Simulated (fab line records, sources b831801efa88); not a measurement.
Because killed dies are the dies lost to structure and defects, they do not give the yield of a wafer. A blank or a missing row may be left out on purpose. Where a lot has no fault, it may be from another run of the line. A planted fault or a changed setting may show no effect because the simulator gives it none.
One fault through the eyes of 2 desks | flow gf180mcu | numbers are kept per desk, each desk with only its own; the story behind them comes last

== FROM THE METROLOGY DESK ==
Means of the sampled wafers that have a number, per lot and without regard to the tool the lot ran on: this is what the gauges read. A lot is out of limits, marked OUT, if its mean lies more than 4 standard deviations from the usual mean; the brackets give that distance. Of its 12 readings 7 are shown: those that lie furthest out on some lot.
Columns: A = cd nm at GF_HV_LDD_CD_MEAS_46, usual 400.0 nm; B = HV_LDD_03_OVL at GF_HV_LDD_OVL_MEAS_47, usual 0.9 nm; C = HV_LDD_4_TW at GF_HV_LDD_TW_MEAS_50, usual 577; D = cd nm at GF_NSD_CD_MEAS_07, usual 400.1 nm; E = NSD_OVL at GF_NSD_OVL_MEAS_08, usual 1.1 nm; F = NSD_TW at GF_NSD_TW_MEAS_12, usual 4237; G = PSD_TW at GF_PSD_TW_MEAS_11, usual 3175
lot  | first seen here | A     | B    | C   | D     | E   | F    | G
L233 | day 13 14:22    | 401.2 | 2.3  | 575 | 396.8 | 0.3 | 4292 | 3223
L235 | day 14 03:29    | 397.6 | 0.7  | 569 | 399.2 | 0.1 | 4234 | 3169
L236 | day 14 03:49    | 399.2 | 0.7  | 582 | 401.1 | 1.3 | 4233 | 3201
L246 | day 17 07:34    | 401.3 | 1.8  | 569 | 397.4 | 2.8 | 4164 | 3143
L248 | day 18 01:40    | 397.4 | 4.1  | 565 | 404.8 | 1.6 | 4191 | 3154
L253 | day 19 13:50    | 397.5 | -0.5 | 575 | 402.6 | 1.0 | 4206 | 3167
Finding of this desk: none of the 6 lots has anything out of limits.

== THE TOOL OWNER'S DESK: rie diel-01 ==
The tool's own readings at GF_HV_LDD_ETCHBACK_58 (etches Si3N4 in CH3F/O2, stops on SiO2, time 100 s, target depth 90 nm): means of the sampled wafers that have a number, for each lot that ran on this tool. A lot is out of limits, marked OUT, if its mean lies more than 4 standard deviations from the usual mean; the brackets give that distance.
Columns: A = bias w at GF_HV_LDD_ETCHBACK_58, usual 79.95 W; B = drypump motor current A at GF_HV_LDD_ETCHBACK_58, usual 5.9 A; C = oes product au at GF_HV_LDD_ETCHBACK_58, usual 0.841 a.u.; D = throttle valve pct at GF_HV_LDD_ETCHBACK_58, usual 10.561 %
lot  | first seen here | A               | B   | C     | D
L233 | day 13 17:36    | 79.91           | 5.6 | 0.840 | 10.568
L246 | day 17 10:47    | 67.85 (-50) OUT | 6.0 | 0.846 | 10.558
L248 | day 18 05:00    | 73.95 (-25) OUT | 6.0 | 0.833 | 10.557
This desk's verdict: out of limits on L246, L248, starting with L246 at day 17 10:47 (bias w at GF_HV_LDD_ETCHBACK_58). L233 stayed within limits.

== PUT TOGETHER ==
The tool owner's desk could have raised an alarm at day 17 10:47, on L246, L248.
From the metrology desk's view, nothing was out of limits.
The metrology desk has L246, L248 on record, within its limits.
GF_HV_LDD_ETCHBACK_58 was run on rie diel-01 by each of the lots named.

== WHAT THE SIMULATOR HAD INSERTED ==
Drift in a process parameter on rie diel-01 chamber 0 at GF_HV_LDD_ETCHBACK_58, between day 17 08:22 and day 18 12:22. From 80, the setting bias w moved by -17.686. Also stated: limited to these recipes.
Struck lots among those shown: L246, L248.
Each desk's first reading out of limits, in hours after the fault started: the tool owner's desk, 2.
